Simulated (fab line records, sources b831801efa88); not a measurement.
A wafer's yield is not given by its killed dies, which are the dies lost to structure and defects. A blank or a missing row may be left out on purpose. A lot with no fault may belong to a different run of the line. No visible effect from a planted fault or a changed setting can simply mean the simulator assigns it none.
Which tool was responsible? + flow sky130 + 30 wafers from 11 lots sampled at 7 of the route's 708 steps

WHAT THE GAUGES SHOWED, per wafer
SKY_CONTACT_RS_MEAS_25: uses a four-point probe to measure. Usual: CONTACT_W_RS 0.336 ohm/sq, standard deviation 0.0062.
| lot  | measured     | on           | CONTACT_W_RS (ohm/sq)   | flag |
|------|--------------|--------------|-------------------------|------|
| L672 | day 32 01:28 | filmMetro-04 | 0.341 0.337 0.337       |      |
| L674 | day 33 01:56 | filmMetro-04 | 0.331 0.337 0.331       |      |
| L675 | day 33 06:53 | filmMetro-01 | 0.341 0.340 0.332       |      |
| L677 | day 34 00:25 | filmMetro-03 | 0.335 0.335 0.342       |      |
| L678 | day 34 01:41 | filmMetro-01 | 0.324 0.332 0.333       |      |
| L681 | day 35 13:05 | filmMetro-03 | 0.346 0.553 0.346 0.552 | OFF  |
| L684 | day 35 22:14 | filmMetro-04 | 0.343 0.537 0.343 0.537 | OFF  |
| L682 | day 35 22:50 | filmMetro-04 | 0.334 0.537 0.334 0.537 | OFF  |
| L688 | day 37 02:48 | filmMetro-03 | 0.327 0.332 0.329       |      |
| L693 | day 38 17:02 | filmMetro-01 | 0.335 0.337 0.338       |      |
| L694 | day 38 19:24 | filmMetro-03 | 0.332 0.328 0.336       |      |

SKY_CONTACT_THK_MEAS_26: measures by xrf. Usual: CONTACT_W_THK 344 nm, standard deviation 7.
| lot  | measured     | on           | CONTACT_W_THK (nm) | flag |
|------|--------------|--------------|--------------------|------|
| L672 | day 32 01:35 | filmMetro-04 | 337 341 340        |      |
| L674 | day 33 02:02 | filmMetro-04 | 347 341 350        |      |
| L675 | day 33 07:00 | filmMetro-01 | 336 337 345        |      |
| L677 | day 34 00:31 | filmMetro-03 | 346 346 342        |      |
| L678 | day 34 01:47 | filmMetro-01 | 356 342 345        |      |
| L681 | day 35 18:14 | filmMetro-03 | 337 210 334 211    | OFF  |
| L684 | day 36 02:53 | filmMetro-04 | 335 214 335 215    | OFF  |
| L682 | day 36 02:38 | filmMetro-04 | 343 215 343 215    | OFF  |
| L688 | day 37 02:55 | filmMetro-03 | 358 351 358        |      |
| L693 | day 38 17:08 | filmMetro-01 | 342 339 338        |      |
| L694 | day 38 19:31 | filmMetro-03 | 352 355 348        |      |

SKY_METAL1_RS_MEAS_05: uses a four-point probe to measure. Usual: METAL1_ALCU_RS 0.1263 ohm/sq, standard deviation 0.0013.
| lot  | measured     | on           | METAL1_ALCU_RS (ohm/sq) | flag |
|------|--------------|--------------|-------------------------|------|
| L672 | day 32 02:05 | filmMetro-02 | 0.1272 0.1273 0.1287    |      |
| L674 | day 33 02:33 | filmMetro-02 | 0.1272 0.1270 0.1270    |      |
| L675 | day 33 07:31 | filmMetro-04 | 0.1273 0.1270 0.1248    |      |
| L677 | day 34 01:02 | filmMetro-02 | 0.1249 0.1261 0.1266    |      |
| L678 | day 34 02:18 | filmMetro-04 | 0.1257 0.1265 0.1268    |      |
| L681 | day 35 22:32 | filmMetro-04 | 0.1267 0.1259           |      |
| L684 | day 36 07:09 | filmMetro-02 | 0.1274 0.1277           |      |
| L682 | day 36 05:04 | filmMetro-03 | 0.1256 0.1242           |      |
| L688 | day 37 03:49 | filmMetro-04 | 0.1239 0.1239 0.1250    |      |
| L693 | day 38 17:39 | filmMetro-02 | 0.1277 0.1276 0.1259    |      |
| L694 | day 38 20:13 | filmMetro-04 | 0.1255 0.1276 0.1261    |      |

EACH LOT AND THE TOOL THAT RAN IT (in order: tool; ch and the chambers of the sampled wafers; start)
| lot  | SKY_CONTACT_SPUTTER_23      | SKY_CONTACT_CVD_24           | SKY_CONTACT_CMP_27            | SKY_METAL1_SPUTTER_02       |
|------|-----------------------------|------------------------------|-------------------------------|-----------------------------|
| L672 | pvdSputter-01, day 32 01:18 | cvdW-02 ch 1, day 32 01:22   | cmp-01 ch 0,3, day 32 01:39   | pvdSputter-04, day 32 02:00 |
| L674 | pvdSputter-01, day 33 01:43 | cvdW-01 ch 0,1, day 33 01:49 | cmp-01 ch 0,3, day 33 02:04   | pvdSputter-04, day 33 02:25 |
| L675 | pvdSputter-01, day 33 06:41 | cvdW-02 ch 0,1, day 33 06:46 | cmp-01 ch 2,3, day 33 07:06   | pvdSputter-03, day 33 07:24 |
| L677 | pvdSputter-02, day 34 00:13 | cvdW-02 ch 0,1, day 34 00:17 | cmp-01 ch 0,1,3, day 34 00:34 | pvdSputter-03, day 34 00:55 |
| L678 | pvdSputter-02, day 34 01:28 | cvdW-01 ch 0,1, day 34 01:34 | cmp-02 ch 0,1,2, day 34 01:52 | pvdSputter-04, day 34 02:10 |
| L681 | pvdSputter-03, day 35 12:53 | cvdW-02 ch 0,1, day 35 12:57 | cmp-02 ch 3, day 35 22:08     | pvdSputter-04, day 35 22:25 |
| L684 | pvdSputter-03, day 35 22:04 | cvdW-02 ch 0,1, day 35 22:07 | cmp-01 ch 2,3, day 36 06:50   | pvdSputter-04, day 36 07:03 |
| L682 | pvdSputter-03, day 35 22:38 | cvdW-02 ch 0, day 35 22:42   | cmp-01 ch 0,3, day 36 04:43   | pvdSputter-04, day 36 04:57 |
| L688 | pvdSputter-01, day 37 02:38 | cvdW-01 ch 0,1, day 37 02:41 | cmp-01 ch 1,2, day 37 03:23   | pvdSputter-02, day 37 03:44 |
| L693 | pvdSputter-03, day 38 16:50 | cvdW-01 ch 0,1, day 38 16:54 | cmp-01 ch 1,2,3, day 38 17:14 | pvdSputter-04, day 38 17:32 |
| L694 | pvdSputter-03, day 38 19:08 | cvdW-01 ch 0,1, day 38 19:16 | cmp-01 ch 0,1,2, day 38 19:51 | pvdSputter-02, day 38 20:06 |
- SKY_CONTACT_SPUTTER_23: material TiN, target thk 20 nm, time 80 s.
- SKY_CONTACT_CVD_24: deposits W, target thk 340 nm, time 102.12 s.
- SKY_CONTACT_CMP_27: polishes, stops on SiO2, t overpolish 15 s, target thk 0 nm.
- SKY_METAL1_SPUTTER_02: material AlCu, target thk 250 nm, time 13.3 s.

WHAT THE TOOLS THEMSELVES READ (means of the sampled wafers that have a number; where no wafer has one, the mark that the record gives instead)
SKY_CONTACT_SPUTTER_23. Usual: throttleValvePct at 30.0 %, with a standard deviation of 1.
| lot  | tool          | throttleValvePct (%) | flag |
|------|---------------|----------------------|------|
| L672 | pvdSputter-01 | 29.2                 |      |
| L674 | pvdSputter-01 | 29.3                 |      |
| L675 | pvdSputter-01 | 30.0                 |      |
| L677 | pvdSputter-02 | 30.1                 |      |
| L678 | pvdSputter-02 | 29.9                 |      |
| L681 | pvdSputter-03 | 29.3                 |      |
| L684 | pvdSputter-03 | 29.7                 |      |
| L682 | pvdSputter-03 | 30.1                 |      |
| L688 | pvdSputter-01 | 30.0                 |      |
| L693 | pvdSputter-03 | 30.0                 |      |
| L694 | pvdSputter-03 | 30.6                 |      |

SKY_CONTACT_CVD_24. Usual: heaterPowerW at 813 W, with a standard deviation of 54.
| lot  | tool    | heaterPowerW (W) | flag |
|------|---------|------------------|------|
| L672 | cvdW-02 | 799              |      |
| L674 | cvdW-01 | 767              |      |
| L675 | cvdW-02 | 868              |      |
| L677 | cvdW-02 | 870              |      |
| L678 | cvdW-01 | 777              |      |
| L681 | cvdW-02 | 854              |      |
| L684 | cvdW-02 | 854              |      |
| L682 | cvdW-02 | 909              |      |
| L688 | cvdW-01 | 782              |      |
| L693 | cvdW-01 | 781              |      |
| L694 | cvdW-01 | 775              |      |

SKY_CONTACT_CMP_27. Usual: motorCurrentA 11.8 A, standard deviation 0.8; timeToEndpointS 81 s, standard deviation 4.4.
| lot  | tool   | motorCurrentA (A) | timeToEndpointS (s) | flag |
|------|--------|-------------------|---------------------|------|
| L672 | cmp-01 | 12.0              | 83                  |      |
| L674 | cmp-01 | 11.7              | 84                  |      |
| L675 | cmp-01 | 12.2              | 87                  |      |
| L677 | cmp-01 | 11.8              | 82                  |      |
| L678 | cmp-02 | 10.4              | 84                  |      |
| L681 | cmp-02 | 12.6              | 64                  | OFF  |
| L684 | cmp-01 | 12.8              | 65                  | OFF  |
| L682 | cmp-01 | 11.9              | 63                  | OFF  |
| L688 | cmp-01 | 12.3              | 82                  |      |
| L693 | cmp-01 | 12.5              | 80                  |      |
| L694 | cmp-01 | 12.0              | 81                  |      |

SKY_METAL1_SPUTTER_02. Usual: throttleValvePct at 30.0 %, with a standard deviation of 1.3.
| lot  | tool          | throttleValvePct (%) | flag |
|------|---------------|----------------------|------|
| L672 | pvdSputter-04 | 30.5                 |      |
| L674 | pvdSputter-04 | 30.6                 |      |
| L675 | pvdSputter-03 | 30.7                 |      |
| L677 | pvdSputter-03 | 29.9                 |      |
| L678 | pvdSputter-04 | 29.5                 |      |
| L681 | pvdSputter-04 | 31.3                 |      |
| L684 | pvdSputter-04 | 31.5                 |      |
| L682 | pvdSputter-04 | 28.6                 |      |
| L688 | pvdSputter-02 | 30.3                 |      |
| L693 | pvdSputter-04 | 29.5                 |      |
| L694 | pvdSputter-02 | 30.9                 |      |

THE ANSWER, worked out from the rows above alone
Rule: a lot is off if the mean of its wafers that have a number lies more than 3 standard deviations from the usual mean. A lot without any number at a reading at which 4 lots or more have one is off too. Where the step has rows for the other lots, those lots are counted as sound. After the gauges, taken in route order, come the tools' own readings; for these a lot's mean is taken, as printed above. The first step at which some lot is off is used, and at that step the reading that is off furthest; a lot without a number counts as furthest.
Off: L681, L684, L682, seen at SKY_CONTACT_RS_MEAS_25 (CONTACT_W_RS).
If a tool, at a process step before that reading, ran all the lots that are off and no sound lot after the first of them, it fits. Not tried: the gauges at SKY_CONTACT_RS_MEAS_25; whatever is off there is also off at SKY_CONTACT_CMP_27, on other tools, and gauge error can't account for it. One fits: SKY_CONTACT_CVD_24 on cvdW-02. A fault onset in the window from L677 (day 34 00:17, its last sound lot) to L681 (day 35 12:57, its first lot off) fits.

WHAT THE SIMULATOR PUT IN
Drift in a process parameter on cvdW-02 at SKY_CONTACT_CVD_24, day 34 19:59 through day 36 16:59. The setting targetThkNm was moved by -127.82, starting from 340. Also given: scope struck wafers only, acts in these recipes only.
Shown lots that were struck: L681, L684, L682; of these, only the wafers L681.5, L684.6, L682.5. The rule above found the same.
